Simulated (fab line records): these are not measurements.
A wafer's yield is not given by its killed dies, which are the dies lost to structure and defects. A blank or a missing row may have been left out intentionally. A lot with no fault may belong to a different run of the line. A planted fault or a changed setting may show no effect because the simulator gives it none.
Check of tool commonality :: flow gf180mcu :: Sample size 12 lots and 36 wafers

WHY THIS WAS OPENED
Of 12 lots, 2 have the reading V5_OVL flagged at GF_V5_OVL_MEAS_15. Wafers without a fault read -3 nm, standard deviation 4.5.
Rule: a lot is flagged when every wafer of it that has a number lies more than 4 standard deviations from that mean, or none has a number. The other lots count as sound.

lot: L770
measured: day 26 22:52
on: overlay-01
V5_OVL (nm), wafer by wafer: -1 1 -1
flag: 

lot: L771
measured: day 27 15:05
on: overlay-02
V5_OVL (nm), wafer by wafer: 4 -4 -9
flag: 

lot: L772
measured: day 27 18:46
on: overlay-02
V5_OVL (nm), wafer by wafer: -4 4 8
flag: 

lot: L774
measured: day 28 09:59
on: overlay-02
V5_OVL (nm), wafer by wafer: -3 -8 -3
flag: 

lot: L775
measured: day 28 19:04
on: overlay-02
V5_OVL (nm), wafer by wafer: -8 -11 -11
flag: 

lot: L778
measured: day 29 16:56
on: overlay-02
V5_OVL (nm), wafer by wafer: 2 6 2
flag: 

lot: L780
measured: day 30 07:31
on: overlay-02
V5_OVL (nm), wafer by wafer: 0 1 -5
flag: 

lot: L781
measured: day 30 16:40
on: overlay-02
V5_OVL (nm), wafer by wafer: -7 -8 0
flag: 

lot: L788
measured: day 32 11:58
on: overlay-01
V5_OVL (nm), wafer by wafer: 81 78 79
flag: FLAGGED

lot: L791
measured: day 33 02:31
on: overlay-02
V5_OVL (nm), wafer by wafer: 70 68 71
flag: FLAGGED

lot: L792
measured: day 33 07:41
on: overlay-02
V5_OVL (nm), wafer by wafer: -5 -6 -7
flag: 

lot: L793
measured: day 33 15:14
on: overlay-01
V5_OVL (nm), wafer by wafer: 1 3 1
flag: 
On average the flagged lots' numbers are 74 nm, which is +78 nm against the usual, or +17 standard deviations.

WHICH TOOL EACH LOT WENT THROUGH
Before the reading, the record contains 2 process steps out of a 602-step route. Each cell gives the tool, then ch followed by the chambers the sampled wafers passed through, then the start.
lot: L770
flag: 
GF_M5_STRIP_11: plasmaAsher-02 ch 0, day 26 01:09
GF_V5_EXPOSE_11: krfScanner-02 ch 0, day 26 12:44

lot: L771
flag: 
GF_M5_STRIP_11: plasmaAsher-02 ch 0,1, day 26 17:21
GF_V5_EXPOSE_11: krfScanner-02 ch 0, day 27 05:04

lot: L772
flag: 
GF_M5_STRIP_11: plasmaAsher-03 ch 0,1, day 26 21:29
GF_V5_EXPOSE_11: krfScanner-02 ch 0, day 27 09:04

lot: L774
flag: 
GF_M5_STRIP_11: plasmaAsher-03 ch 0,1, day 27 12:38
GF_V5_EXPOSE_11: krfScanner-02 ch 0, day 28 00:17

lot: L775
flag: 
GF_M5_STRIP_11: plasmaAsher-01 ch 0, day 27 22:11
GF_V5_EXPOSE_11: krfScanner-01 ch 0, day 28 09:39

lot: L778
flag: 
GF_M5_STRIP_11: plasmaAsher-01 ch 0,1, day 28 20:59
GF_V5_EXPOSE_11: krfScanner-02 ch 0, day 29 07:54

lot: L780
flag: 
GF_M5_STRIP_11: plasmaAsher-01 ch 0,1, day 29 12:14
GF_V5_EXPOSE_11: krfScanner-02 ch 0, day 29 22:44

lot: L781
flag: 
GF_M5_STRIP_11: plasmaAsher-03 ch 0,1, day 29 20:42
GF_V5_EXPOSE_11: krfScanner-01 ch 0, day 30 07:32

lot: L788
flag: FLAGGED
GF_M5_STRIP_11: plasmaAsher-03 ch 0,1, day 31 18:08
GF_V5_EXPOSE_11: krfScanner-02 ch 0, day 32 03:55

lot: L791
flag: FLAGGED
GF_M5_STRIP_11: plasmaAsher-03 ch 0,1, day 32 09:32
GF_V5_EXPOSE_11: krfScanner-02 ch 0, day 32 18:38

lot: L792
flag: 
GF_M5_STRIP_11: plasmaAsher-03 ch 0,1, day 32 13:44
GF_V5_EXPOSE_11: krfScanner-01 ch 0, day 32 23:36

lot: L793
flag: 
GF_M5_STRIP_11: plasmaAsher-03 ch 0,1, day 32 22:17
GF_V5_EXPOSE_11: krfScanner-01 ch 0, day 33 07:22
These steps, and what they do:
- GF_M5_STRIP_11: strips in O2/N2.
- GF_V5_EXPOSE_11: exposes mask Via5, target cd 260 nm.
- GF_V5_OVL_MEAS_15

FLAGGED OVER TOTAL, TOOL BY TOOL (the gauges that took the reading come last)
step: GF_M5_STRIP_11
tool: plasmaAsher-01
lots run: 3
flagged: 0
share of the flagged lots: none
sound lots run after its first flagged lot: -

step: GF_M5_STRIP_11
tool: plasmaAsher-02
lots run: 2
flagged: 0
share of the flagged lots: none
sound lots run after its first flagged lot: -

step: GF_M5_STRIP_11
tool: plasmaAsher-03
lots run: 7
flagged: 2
share of the flagged lots: all
sound lots run after its first flagged lot: 2 (L792,L793)

step: GF_V5_EXPOSE_11
tool: krfScanner-01
lots run: 4
flagged: 0
share of the flagged lots: none
sound lots run after its first flagged lot: -

step: GF_V5_EXPOSE_11
tool: krfScanner-02
lots run: 8
flagged: 2
share of the flagged lots: all
sound lots run after its first flagged lot: 0

step: GF_V5_OVL_MEAS_15
tool: overlay-01
lots run: 3
flagged: 1
share of the flagged lots: some
sound lots run after its first flagged lot: 1 (L793)

step: GF_V5_OVL_MEAS_15
tool: overlay-02
lots run: 9
flagged: 1
share of the flagged lots: some
sound lots run after its first flagged lot: 1 (L792)

THE TABLE: WHAT IT ALLOWS
2 rows of the table ran every flagged lot: plasmaAsher-03 at GF_M5_STRIP_11, krfScanner-02 at GF_V5_EXPOSE_11.
- plasmaAsher-03 at GF_M5_STRIP_11: 2 of its 7 lots flagged. Sound lots ran on it after the first flagged one (L792, L793), which a lasting fault on the whole tool wouldn't allow.
- krfScanner-02 at GF_V5_EXPOSE_11: 2 of its 8 lots flagged. A fault beginning between L780 (day 29 22:44), its last sound lot, and L788 (day 32 03:55), its first flagged one, fits the data.
Left over: one tool, krfScanner-02 at GF_V5_EXPOSE_11.

WHAT THE SIMULATOR HAD PUT IN
Scanner matching overlay: krfScanner-02, from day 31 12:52 on, at GF_V5_EXPOSE_11. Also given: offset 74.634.
Shown lots that were struck: L788, L791. The rule above found the same.
